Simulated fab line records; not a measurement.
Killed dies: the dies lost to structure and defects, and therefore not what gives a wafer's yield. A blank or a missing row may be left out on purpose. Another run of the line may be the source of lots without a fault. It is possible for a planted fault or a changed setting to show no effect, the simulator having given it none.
Split-lot trial + flow sky130 + route with 708 steps; 5 lots, 23 wafers read

## SPLIT DETAILS
At SKY_METAL2_SPUTTER_03 (material Ti, target thk 5 nm, time 3.3 s), the setting time s was moved away from the recipe's 3.3 s on 9 of the 23 wafers read, by -13.9% to -7.9%. For the rest of the wafers, this setting stayed at what the recipe calls for.

The split's own step is where the reading is taken.

## THE READING
Ti_of_METAL2_SPUTTER_03.thk nm (the simulator's own value, which no gauge read), in nm, at SKY_METAL2_SPUTTER_03 (material Ti, target thk 5 nm, time 3.3 s). The file does not state a usual value for it. The 14 wafers here that ran the recipe average 5.001 nm, standard deviation 0.13 nm.

| wafer  | tool, chamber at the split | time s as run, s | against the recipe | Ti_of_METAL2_SPUTTER_03.thk nm, nm | against lot-mates on the recipe |
|--------|----------------------------|------------------|--------------------|------------------------------------|---------------------------------|
| L074.1 | pvd sputter-04, -          | 3.3              | recipe             | 5.088                              | -                               |
| L074.2 | pvd sputter-04, -          | 3.04             | -7.9%              | 4.63                               | -0.404                          |
| L074.3 | pvd sputter-04, -          | 3.04             | -7.9%              | 4.712                              | -0.322                          |
| L074.5 | pvd sputter-04, -          | 3.3              | recipe             | 4.981                              | -                               |
| L074.6 | pvd sputter-04, -          | 3.04             | -7.9%              | 4.698                              | -0.336                          |
| L075.1 | pvd sputter-03, -          | 3.3              | recipe             | 5.106                              | -                               |
| L075.3 | pvd sputter-03, -          | 3.3              | recipe             | 5.071                              | -                               |
| L075.4 | pvd sputter-03, -          | 3.3              | recipe             | 4.978                              | -                               |
| L075.5 | pvd sputter-03, -          | 2.899            | -12.2%             | 4.465                              | -0.587                          |
| L075.6 | pvd sputter-03, -          | 2.899            | -12.2%             | 4.422                              | -0.630                          |
| L076.1 | pvd sputter-03, -          | 3.3              | recipe             | 4.789                              | -                               |
| L076.2 | pvd sputter-03, -          | 3.3              | recipe             | 4.825                              | -                               |
| L076.5 | pvd sputter-03, -          | 3.3              | recipe             | 4.924                              | -                               |
| L083.1 | pvd sputter-01, -          | 3.023            | -8.4%              | 4.683                              | -0.502                          |
| L083.2 | pvd sputter-01, -          | 3.3              | recipe             | 5.194                              | -                               |
| L083.3 | pvd sputter-01, -          | 3.3              | recipe             | 5.157                              | -                               |
| L083.4 | pvd sputter-01, -          | 3.023            | -8.4%              | 4.669                              | -0.516                          |
| L083.5 | pvd sputter-01, -          | 3.3              | recipe             | 5.204                              | -                               |
| L085.1 | pvd sputter-03, -          | 3.3              | recipe             | 4.918                              | -                               |
| L085.2 | pvd sputter-03, -          | 3.3              | recipe             | 4.884                              | -                               |
| L085.3 | pvd sputter-03, -          | 2.842            | -13.9%             | 4.153                              | -0.744                          |
| L085.4 | pvd sputter-03, -          | 2.842            | -13.9%             | 4.147                              | -0.750                          |
| L085.6 | pvd sputter-03, -          | 3.3              | recipe             | 4.889                              | -                               |

THE FIT
A straight line over all 23 wafers: Ti_of_METAL2_SPUTTER_03.thk nm changes by +0.0509 nm for each +1% of time s; r = +0.91; the points scatter about the line by 0.13 nm.
The same after taking each lot's own level away (the mean of its wafers on the recipe; 23 wafers): +0.0522 nm for each +1%; r = +0.99; scatter 0.05 nm.
That fit puts the effect of the largest move of time s on the reading at 0.72 nm.
Measured against the standard deviation above, the lots' own levels, which go from 4.8460 to 5.1850 nm, span 2.6 times it.
Consequently the slope shifts little with the lot-to-lot level, the two slopes agreeing.
Check: -0.717 nm against its lot-mates is what the line predicts for one of the wafers moved furthest among these (-13.9%) when that wafer is left out of the fit. Against them it came out at -0.744 nm.

## THE OTHER SPLITS THESE WAFERS WENT THROUGH
These wafers also went through other splits before the reading. Each is held against what the fit with the lots' levels taken away leaves over:
| other split on the same wafers               | wafers away from the commonest value | r with Ti_of_METAL2_SPUTTER_03.thk nm (lot level and that fit taken away) |
|----------------------------------------------|--------------------------------------|---------------------------------------------------------------------------|
| SKY_LOCAL_INTERCONNECT_ETCH_13 ion energy ev | 6                                    | -0.46                                                                     |
| SKY_CONTACT_HDPCVD_02 time s                 | 11                                   | -0.01                                                                     |
| SKY_METAL1_ETCH_18 time s                    | 11                                   | +0.20                                                                     |

## THE FILE'S OWN FIT
Ti_of_METAL2_SPUTTER_03.thk nm changes by +0.0525 nm for each +1% of time s, r = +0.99.
